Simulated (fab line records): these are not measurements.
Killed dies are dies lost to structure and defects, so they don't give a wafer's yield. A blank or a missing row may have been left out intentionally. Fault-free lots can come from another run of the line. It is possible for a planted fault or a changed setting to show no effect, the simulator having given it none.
Which of the tools did it? / flow sfq-line / Sampling: 7 lots, 21 wafers, 4 of 325 route steps

WHAT EACH GAUGE READ, for each wafer
SFQ_M8_OVL_MEAS_948.
lot=L580; measured=day 88 03:53; on=overlay-02; M8_OVL (nm)=1 -5 -7
lot=L582; measured=day 89 12:32; on=overlay-02; M8_OVL (nm)=-4 -1 3
lot=L584; measured=day 89 20:56; on=overlay-02; M8_OVL (nm)=268 265 265 268 268 266
lot=L586; measured=day 90 03:04; on=overlay-01; M8_OVL (nm)=2 1 6
lot=L592; measured=day 91 04:16; on=overlay-01; M8_OVL (nm)=3 6 1
lot=L597; measured=day 93 02:40; on=overlay-01; M8_OVL (nm)=4 6 5
lot=L599; measured=day 93 11:04; on=overlay-02; M8_OVL (nm)=7 9 11

EACH LOT AND THE TOOL THAT RAN IT (in order: tool; ch and the chambers of the sampled wafers; start)
lot=L580; SFQ_TRILAYER_I7_VIA_BARC_OPEN_VIA_ETCH_260=rie-diel-01 ch 1,2,3, day 84 16:35; SFQ_TRILAYER_I7_VIA_STRIP_STRIP_191=rie-metal-01 ch 0,1, day 84 16:45; SFQ_TRILAYER_M8_LITHO_EXPOSE_194=krf-scanner-01 ch 0, day 88 02:35
lot=L582; SFQ_TRILAYER_I7_VIA_BARC_OPEN_VIA_ETCH_260=rie-diel-03 ch 0,1,2, day 86 11:47; SFQ_TRILAYER_I7_VIA_STRIP_STRIP_191=rie-metal-04 ch 0,1, day 86 11:57; SFQ_TRILAYER_M8_LITHO_EXPOSE_194=krf-scanner-02 ch 0, day 89 11:02
lot=L584; SFQ_TRILAYER_I7_VIA_BARC_OPEN_VIA_ETCH_260=rie-diel-02 ch 0,1, day 86 16:35; SFQ_TRILAYER_I7_VIA_STRIP_STRIP_191=rie-metal-01 ch 1, day 86 16:49; SFQ_TRILAYER_M8_LITHO_EXPOSE_194=krf-scanner-02 ch 0, day 89 19:26
lot=L586; SFQ_TRILAYER_I7_VIA_BARC_OPEN_VIA_ETCH_260=rie-diel-01 ch 1,2,3, day 86 23:47; SFQ_TRILAYER_I7_VIA_STRIP_STRIP_191=rie-metal-03 ch 0,1, day 86 23:57; SFQ_TRILAYER_M8_LITHO_EXPOSE_194=krf-scanner-01 ch 0, day 90 01:46
lot=L592; SFQ_TRILAYER_I7_VIA_BARC_OPEN_VIA_ETCH_260=rie-diel-01 ch 0,2,3, day 87 15:11; SFQ_TRILAYER_I7_VIA_STRIP_STRIP_191=rie-metal-01 ch 1, day 87 15:21; SFQ_TRILAYER_M8_LITHO_EXPOSE_194=krf-scanner-01 ch 0, day 91 02:58
lot=L597; SFQ_TRILAYER_I7_VIA_BARC_OPEN_VIA_ETCH_260=rie-diel-01 ch 1,2, day 90 00:35; SFQ_TRILAYER_I7_VIA_STRIP_STRIP_191=rie-metal-04 ch 0,1, day 90 00:44; SFQ_TRILAYER_M8_LITHO_EXPOSE_194=krf-scanner-01 ch 0, day 93 01:22
lot=L599; SFQ_TRILAYER_I7_VIA_BARC_OPEN_VIA_ETCH_260=rie-diel-02 ch 1,2,3, day 90 15:06; SFQ_TRILAYER_I7_VIA_STRIP_STRIP_191=rie-metal-04 ch 1, day 90 15:16; SFQ_TRILAYER_M8_LITHO_EXPOSE_194=krf-scanner-01 ch 0, day 93 09:34
- SFQ_TRILAYER_I7_VIA_BARC_OPEN_VIA_ETCH_260: etches BARC in O2, target depth 125 nm, time 41.7 s.
- SFQ_TRILAYER_I7_VIA_STRIP_STRIP_191: strips in O2.
- SFQ_TRILAYER_M8_LITHO_EXPOSE_194: exposes mask M8, target cd 2000 nm.

THE ANSWER, worked out from the rows above alone
Rule: the usual values come from the lots themselves. The widest of any qualifying gaps counts: lots, ordered by their means at a reading, are off when they make up no more than a third of the lots, leave a main group of 4 or more, and stand apart from it by 3 or more times the standard deviation of that group's means. A main group is skipped when, at the precision printed for the reading in the tables above, its means are all equal. A lot without any number at a reading at which 4 lots or more have one is off too. The other lots that the step has rows for count as sound.
Off: L584, at SFQ_M8_OVL_MEAS_948 (M8_OVL). The main group has a mean of 3 nm with a standard deviation of 4.
If a tool, at a process step before that reading, ran all the lots that are off and no sound lot after the first of them, it fits. Gauges at SFQ_M8_OVL_MEAS_948: tried the same way as those tools. One fits: krf-scanner-02 at SFQ_TRILAYER_M8_LITHO_EXPOSE_194. Its last sound lot is L582 (day 89 11:02), its first lot that is off L584 (day 89 19:26): a fault that began between those two fits.

WHAT THE SIMULATOR HAD PUT IN
Scanner matching overlay: krf-scanner-02, from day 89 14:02 on, at SFQ_TRILAYER_M8_LITHO_EXPOSE_194. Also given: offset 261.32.
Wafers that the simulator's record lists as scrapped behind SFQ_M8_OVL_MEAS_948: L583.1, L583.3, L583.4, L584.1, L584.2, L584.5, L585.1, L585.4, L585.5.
Struck lots among those shown: L584. The rule above found the same.
